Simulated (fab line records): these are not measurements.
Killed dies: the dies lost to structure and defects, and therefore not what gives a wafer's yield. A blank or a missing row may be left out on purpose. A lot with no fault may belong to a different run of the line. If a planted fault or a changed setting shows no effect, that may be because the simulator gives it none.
One fault through the eyes of 2 desks | flow gf180mcu | each desk holds nothing but its own numbers, with what lay behind them at the end

TOOL OWNER'S DESK, implanter-01
For each lot that ran on this tool, the mean over its sampled wafers that have a number, from the tool's own readings at GF_VT_IMPLANT_IMPLANT_41. Any lot whose mean is over 4 standard deviations away from the usual mean is out of limits and marked OUT; that distance is given in the brackets.
Columns: A = beamEnergyKeV at GF_VT_IMPLANT_IMPLANT_41, usual 70.003; B = doseIonsCm2 at GF_VT_IMPLANT_IMPLANT_41, usual 1.013e+12; C = faradayCurrentUA at GF_VT_IMPLANT_IMPLANT_41, usual 5.71
lot  | first seen here | A      | B                           | C
L357 | day 8 09:18     | 70.031 | 1.014e+12                   | 5.74
L364 | day 9 21:52     | 70.002 | 1.013e+12                   | 5.72
L363 | day 10 00:04    | 69.996 | 1.013e+12                   | 5.65
L369 | day 11 03:21    | 69.987 | 8.362e+11 (-99 or more) OUT | 4.73 (-8.9) OUT
L372 | day 11 23:03    | 69.998 | 8.373e+11 (-99 or more) OUT | 4.76 (-8.6) OUT
This desk's verdict: out of limits on L369, L372, starting with L369 at day 11 03:21 (doseIonsCm2 at GF_VT_IMPLANT_IMPLANT_41). In limits: L357, L364, L363.

AT THE METROLOGY DESK
What the gauges read, lot by lot, whatever tool the lot ran on: means of the sampled wafers that have a number. Any lot whose mean is over 4 standard deviations away from the usual mean is out of limits and marked OUT; that distance is given in the brackets.
Columns: A = VT_IMPLANT_4_TW at GF_VT_IMPLANT_TW_MEAS_43, usual 693; B = M4_OVL at GF_M4_OVL_MEAS_15, usual 1 nm; C = V4_OVL at GF_V4_OVL_MEAS_15, usual -3 nm
lot  | first seen here | A              | B  | C
L357 | day 8 09:32     | 696            | 6  | -5
L358 | day 8 20:18     | 699            | -1 | 3
L360 | day 8 22:44     | 700            | 5  | -5
L362 | day 9 10:19     | 688            | -9 | -4
L364 | day 9 22:07     | 691            | 1  | -5
L363 | day 10 00:19    | 697            | 3  | 2
L367 | day 10 14:59    | 689            | -5 | 2
L369 | day 11 03:35    | 655 (-6.8) OUT | 2  | -3
L370 | day 11 08:40    | 698            | -2 | -6
L372 | day 11 23:17    | 654 (-7.2) OUT | 1  | -6
L374 | day 12 08:19    | 688            | 2  | -1
L376 | day 13 00:14    | 696            | 1  | -8
L377 | day 13 06:53    | 700            | -2 | -1
L378 | day 13 11:14    | 687            | -3 | -8
This desk's finding: out of limits on L369, L372; first on L369, day 11 03:35 (VT_IMPLANT_4_TW at GF_VT_IMPLANT_TW_MEAS_43). In limits: L357, L358, L360, L362, L364, L363, L367, L370, L374, L376, L377, L378.

TAKEN TOGETHER
At day 11 03:21, on L369, L372, the tool owner's desk was in a position to raise an alarm.
An alarm was possible from the metrology desk at day 11 03:35, on L369, L372.
All the named lots went through GF_VT_IMPLANT_IMPLANT_41 on implanter-01.

WHAT WAS PUT IN BY THE SIMULATOR
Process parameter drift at GF_VT_IMPLANT_IMPLANT_41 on implanter-01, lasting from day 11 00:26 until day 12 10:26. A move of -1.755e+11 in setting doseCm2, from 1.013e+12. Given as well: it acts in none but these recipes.
Lots struck among those shown: L369, L372.
Counting hours from when the fault started, the first reading out of limits came at 3 for the tool owner's desk and at 3 for the metrology desk.
